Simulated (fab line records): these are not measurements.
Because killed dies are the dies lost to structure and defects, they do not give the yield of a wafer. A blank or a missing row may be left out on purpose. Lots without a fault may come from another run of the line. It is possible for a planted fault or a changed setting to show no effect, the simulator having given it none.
Matching of chambers / flow gf180mcu / 3 sister chambers for GF_V1_CMP_04 on cmp-02
The step polishes SiO2. 14 wafers are shown with their chamber, then 4 later ones without.

WAFERS, EACH WITH ITS CHAMBER
wafer=L740.1; chamber=0; motor-current-A (A)=12.1; time-to-endpoint-s (s)=88
wafer=L740.5; chamber=2; motor-current-A (A)=10.4; time-to-endpoint-s (s)=87
wafer=L740.6; chamber=1; motor-current-A (A)=10.2; time-to-endpoint-s (s)=92
wafer=L743.2; chamber=2; motor-current-A (A)=10.9; time-to-endpoint-s (s)=75
wafer=L743.3; chamber=0; motor-current-A (A)=11.5; time-to-endpoint-s (s)=76
wafer=L743.6; chamber=2; motor-current-A (A)=10.7; time-to-endpoint-s (s)=75
wafer=L751.3; chamber=2; motor-current-A (A)=10.5; time-to-endpoint-s (s)=77
wafer=L751.5; chamber=0; motor-current-A (A)=11.9; time-to-endpoint-s (s)=88
wafer=L754.2; chamber=2; motor-current-A (A)=10.8; time-to-endpoint-s (s)=77
wafer=L754.3; chamber=0; motor-current-A (A)=11.9; time-to-endpoint-s (s)=85
wafer=L754.6; chamber=1; motor-current-A (A)=10.6; time-to-endpoint-s (s)=90
wafer=L759.2; chamber=1; motor-current-A (A)=10.8; time-to-endpoint-s (s)=81
wafer=L759.5; chamber=2; motor-current-A (A)=11.6; time-to-endpoint-s (s)=80
wafer=L759.6; chamber=1; motor-current-A (A)=10.6; time-to-endpoint-s (s)=84

SIGNATURES (means of the wafers above)
reading=motor-current-A; chamber 0=11.850; chamber 1=10.550; chamber 2=10.817; scatter within a chamber=0.342
reading=time-to-endpoint-s; chamber 0=84.25; chamber 1=86.75; chamber 2=78.50; scatter within a chamber=5.04
Rule: distance of a wafer from a chamber = root of the sum over the readings of ((wafer's reading minus chamber's mean) / reading's scatter) squared. If the next closest chamber is less than 2 further off than the closest, the wafer can't be placed; otherwise it belongs to the closest. The scatter: take each reading less its chamber's mean, square it, sum over the shown wafers, divide by the number of wafers less the number of chambers, and take the root.

WAFERS WITHOUT THEIR CHAMBER
wafer=L762.1; motor-current-A (A)=12.0; time-to-endpoint-s (s)=77
wafer=L762.5; motor-current-A (A)=10.7; time-to-endpoint-s (s)=87
wafer=L761.3; motor-current-A (A)=11.4; time-to-endpoint-s (s)=83
wafer=L761.6; motor-current-A (A)=10.6; time-to-endpoint-s (s)=84

THE CHAMBER EACH PASSED THROUGH
wafer=L762.1; from the rows above=can't be placed: 0 or 2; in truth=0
wafer=L762.5; from the rows above=can't be placed: 1 or 2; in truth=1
wafer=L761.3; from the rows above=can't be placed: 0 or 2 or 1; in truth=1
wafer=L761.6; from the rows above=can't be placed: 1 or 2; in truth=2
Correctly placed: 0 of 4. Unplaceable from these rows: 4, with the true chamber sitting among the candidates in 4. 0 placed wrongly.
